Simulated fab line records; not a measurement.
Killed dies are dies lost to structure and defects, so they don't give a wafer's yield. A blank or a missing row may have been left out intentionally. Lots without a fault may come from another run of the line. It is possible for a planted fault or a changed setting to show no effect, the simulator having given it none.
Struck lot and sound lot, side by side -- flow sky130 -- 44 out of 708 route steps
Sound: these wafers, L726.2, L726.3, L726.4. Struck: wafer L747.2; the same lot's L747.1 was not struck, so it is left out; see the end for the cause.
Per side, at each step with rows, come the tool, then ch with its chambers, and then its first start. Under that, the readings that differ: sound wafers -- struck wafers -- difference of the means -- sigmas: that difference in standard deviations of wafers without a fault.
alike: same words and numbers on both sides, and readings whose means sit less than 2 such deviations apart. not compared: any withheld reading, any reading some wafer has no value for, any bound like >300 that may hide the same value, and any number with overlapping values for which the record gives no deviation.
A row with sigmas, a row that says differs or no value, or rows on one side alone: a step with any of these is where the two part. When numbers do not overlap yet have no deviation, they are printed without sigmas and do not part them. Lack of a reading on every wafer of one side parts them only where that side has two or more wafers.

first, 2 steps without rows for these wafers: SKY_DNWELL_DEVELOP_06 (develop time 60 s); SKY_DNWELL_IMPLANT_07.
SKY_DNWELL_STRIP_08: strips in O2/N2.
  sound on plasmaAsher-01 ch 0,1, day 3 09:04; struck on plasmaAsher-01 ch 1, day 8 03:10
  alike: drypumpMotorCurrentA, oesProductAu, stripTimeToEndpointS
  not compared: rfHoursCounterH
SKY_DNWELL_TW_MEAS_09:
  sound: filmMetro-03 at day 3 09:10; struck: filmMetro-02 at day 8 03:16
reading,sound,struck,difference,sigmas
DNWELL_TW,1124 1132 1131,1101,-28,-3
then, 7 steps without rows for these wafers: SKY_PWDE_DEHYDRATE_00 (time 60 s); SKY_PWDE_HMDS_01 (prime time 60 s); SKY_PWDE_COAT_02 (resist thk 3000 nm); SKY_PWDE_SOFTBAKE_03; SKY_PWDE_EXPOSE_04 (exposes mask PWDEM, target cd 840 nm); SKY_PWDE_PEB_05; SKY_PWDE_DEVELOP_06 (develop time 60 s).
SKY_PWDE_OVL_MEAS_07:
  sound: overlay-01 at day 4 01:05; struck: overlay-02 at day 8 22:59
  alike: PWDE_OVL
SKY_PWDE_IMPLANT_08:
  sound on implanter-01 ch 0, day 4 01:08; struck on implanter-02 ch 0, day 8 23:02
reading,sound,struck,difference,sigmas
beamOnS (s),10.09 9.70 10.04,13.66,+3.72,+18
faradayCurrentUA,20.1 20.9 20.3,14.9,-5.5,-13
SKY_PWDE_STRIP_09: strips in O2/N2.
  sound on plasmaAsher-04 ch 0,1, day 4 01:16; struck on plasmaAsher-04 ch 1, day 8 23:11
  alike: drypumpMotorCurrentA, oesProductAu, stripTimeToEndpointS
  not compared: rfHoursCounterH
SKY_PWDE_TW_MEAS_10:
  sound: filmMetro-04 at day 4 01:23; struck: filmMetro-04 at day 8 23:17
reading,sound,struck,difference,sigmas
PWDE_TW,377 379 379,415,+37,+12
then, 7 steps without rows for these wafers: SKY_NWELL_DEHYDRATE_03 (time 60 s); SKY_NWELL_HMDS_04 (prime time 60 s); SKY_NWELL_COAT_05 (resist thk 3000 nm); SKY_NWELL_SOFTBAKE_06; SKY_NWELL_EXPOSE_07 (exposes mask NWM, target cd 840 nm); SKY_NWELL_PEB_08; SKY_NWELL_DEVELOP_09 (develop time 60 s).
SKY_NWELL_OVL_MEAS_10:
  sound: overlay-01 at day 4 16:28; struck: overlay-01 at day 9 21:22
  alike: NWELL_00_OVL
then, 3 steps without rows for these wafers: SKY_NWELL_IMPLANT_11; SKY_NWELL_IMPLANT_12; SKY_NWELL_IMPLANT_13.
SKY_NWELL_STRIP_14: strips in O2/N2.
  sound on plasmaAsher-02 ch 0,1, day 4 16:56; struck on plasmaAsher-04 ch 1, day 9 21:52
reading,sound,struck,difference,sigmas
stripTimeToEndpointS (s),37.00 36.99 37.02,36.78,-0.22,-2
  alike: drypumpMotorCurrentA, oesProductAu
  not compared: rfHoursCounterH
SKY_NWELL_TW_MEAS_15:
  sound: filmMetro-02 at day 4 17:03; struck: filmMetro-04 at day 9 21:58
reading,sound,struck,difference,sigmas
NWELL_TW,1807 1790 1805,1842,+41,+3
then, 7 steps without rows for these wafers: SKY_NWELL_DEHYDRATE_16 (time 60 s); SKY_NWELL_HMDS_17 (prime time 60 s); SKY_NWELL_COAT_18 (resist thk 3000 nm); SKY_NWELL_SOFTBAKE_19; SKY_NWELL_EXPOSE_20 (exposes mask NWM COMPLEMENT, target cd 840 nm); SKY_NWELL_PEB_21; SKY_NWELL_DEVELOP_22 (develop time 60 s).
SKY_NWELL_OVL_MEAS_23:
  sound: overlay-02 at day 5 08:32; struck: overlay-01 at day 10 20:20
  alike: NWELL_01_OVL
after that, 1 step had no rows for these wafers: SKY_NWELL_IMPLANT_24.
SKY_NWELL_STRIP_25: strips in O2/N2.
  sound on plasmaAsher-02 ch 0,1, day 5 08:43; struck on plasmaAsher-02 ch 1, day 10 20:31
  alike: drypumpMotorCurrentA, oesProductAu, stripTimeToEndpointS
  not compared: rfHoursCounterH
SKY_NWELL_TW_MEAS_26:
  sound: filmMetro-04 at day 5 08:49; struck: filmMetro-02 at day 10 20:37
reading,sound,struck,difference,sigmas
NWELL_2_TW,501 503 505,495,-8,-2
then, 1 step without rows for these wafers: SKY_NWELL_CLEAN_27 (cleans in SC1/SC2, time 150 s).
SKY_NWELL_RTA_28: time 30 s.
  sound on rtpAnneal-01 ch 0, day 5 08:56; struck on rtpAnneal-01 ch 0, day 10 20:44
  alike: lampPowerPct, wafer_temp_C_max
SKY_NWELL_RS_MEAS_29: measurement is done with a four-point probe.
  sound: filmMetro-02 at day 5 09:02; struck: filmMetro-03 at day 10 20:50
reading,sound,struck,difference,sigmas
NWELL_RS (ohm/sq),621.8 624.0 621.7,625.9,+3.4,+2
SKY_NWELL_RS_MEAS_31: measurement is done with a four-point probe.
  sound: filmMetro-02 at day 5 09:17; struck: filmMetro-03 at day 10 21:04
reading,sound,struck,difference,sigmas
PWDE_RS (ohm/sq),5270 5262 5256,4181,-1082,-47
-- the record jumps here: 40 days lie between the struck wafers' starts before and after (it left off in module NWELL and takes up again in module PAD_OPEN, whose first step shown is number 708 of the route) --
SKY_PAD_OPEN_PROBE_99:
  sound: prober-02 at day 46 06:57; struck: prober-02 at day 50 23:07
reading,sound,struck,difference,sigmas
killedOpen,50 42 51,31,-17,-2
model.etest.res_p_drift_20v.lineOhmUm,1.197e+04 1.308e+04 1.297e+04,1.025e+04,-2.423e+03,
model.etest.res_p_drift_20v.rsOhmSq,9896 1.1e+04 1.068e+04,8530,-1995,
model.etest.resPwdeUnderGate.rsOhmSq,6217 6217 6225,4654,-1566,
  alike: killed_at_M0_to_M3, killed_at_M4_up, killedAtContacts, killedAtFrontEnd, killedAtOther, killedDies, killedShort

## WHERE THEY PART
Last at SKY_PAD_OPEN_PROBE_99 as far as this record goes, first at SKY_DNWELL_TW_MEAS_09.

WHY: what the simulator had put in
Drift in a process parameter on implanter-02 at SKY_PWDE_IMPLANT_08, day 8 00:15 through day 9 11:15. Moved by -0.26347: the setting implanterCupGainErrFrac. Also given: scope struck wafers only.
